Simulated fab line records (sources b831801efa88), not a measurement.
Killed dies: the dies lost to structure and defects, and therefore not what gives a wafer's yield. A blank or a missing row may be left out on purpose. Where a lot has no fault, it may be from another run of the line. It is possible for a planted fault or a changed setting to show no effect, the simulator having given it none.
Matching of chambers :: flow gf180mcu :: GF_CONTACT_CMP_27 on cmp-02 has 4 sister chambers
The step polishes, stops on SiO2, t overpolish 15 s, target thk 0 nm. 8 wafers are shown with their chamber, then 9 later ones without.

WAFERS WITH THEIR CHAMBER
wafer: L920.6
chamber: 1
motorCurrentA (A): 11.5
timeToEndpointS (s): 66

wafer: L924.2
chamber: 3
motorCurrentA (A): 10.1
timeToEndpointS (s): 62

wafer: L933.3
chamber: 1
motorCurrentA (A): 11.1
timeToEndpointS (s): 72

wafer: L933.4
chamber: 0
motorCurrentA (A): 10.6
timeToEndpointS (s): 76

wafer: L933.6
chamber: 2
motorCurrentA (A): 12.5
timeToEndpointS (s): 75

wafer: L938.1
chamber: 2
motorCurrentA (A): 12.8
timeToEndpointS (s): 71

wafer: L938.2
chamber: 3
motorCurrentA (A): 10.0
timeToEndpointS (s): 66

wafer: L938.6
chamber: 0
motorCurrentA (A): 10.8
timeToEndpointS (s): 73

WAFERS WHOSE CHAMBER IS MISSING
wafer: L939.1
motorCurrentA (A): 11.1
timeToEndpointS (s): 69

wafer: L939.4
motorCurrentA (A): 10.0
timeToEndpointS (s): 61

wafer: L939.6
motorCurrentA (A): 10.5
timeToEndpointS (s): 72

wafer: L940.1
motorCurrentA (A): 12.0
timeToEndpointS (s): 65

wafer: L940.2
motorCurrentA (A): 9.7
timeToEndpointS (s): 58

wafer: L940.6
motorCurrentA (A): 11.1
timeToEndpointS (s): 67

wafer: L941.4
motorCurrentA (A): 11.0
timeToEndpointS (s): 64

wafer: L941.5
motorCurrentA (A): 11.7
timeToEndpointS (s): 65

wafer: L941.6
motorCurrentA (A): 9.8
timeToEndpointS (s): 61

CHAMBER TAKEN BY EACH
wafer: L939.1
from the rows above: can't be placed: 1 or 0
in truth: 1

wafer: L939.4
from the rows above: 3
in truth: 3

wafer: L939.6
from the rows above: 0
in truth: 0

wafer: L940.1
from the rows above: can't be placed: 1 or 2
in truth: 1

wafer: L940.2
from the rows above: 3
in truth: 3

wafer: L940.6
from the rows above: can't be placed: 1 or 0
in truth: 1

wafer: L941.4
from the rows above: can't be placed: 1 or 0
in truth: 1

wafer: L941.5
from the rows above: 1
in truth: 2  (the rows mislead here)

wafer: L941.6
from the rows above: 3
in truth: 3
4 of 9 placed correctly. Unplaceable from these rows: 4, with the true chamber sitting among the candidates in 4. Placed wrongly: 1.
How it was worked out, from the rows above alone: a wafer's distance from a chamber is the root of the sum, over the readings, of the square of ((its reading less the chamber's mean) divided by the reading's scatter). The wafer belongs to the nearest chamber; if the next one is less than 2 further off, it can't be placed. For every chamber, the mean is computed from those of its wafers that are shown. The scatter: take each reading less its chamber's mean, square it, sum over the shown wafers, divide by the number of wafers less the number of chambers, and take the root.
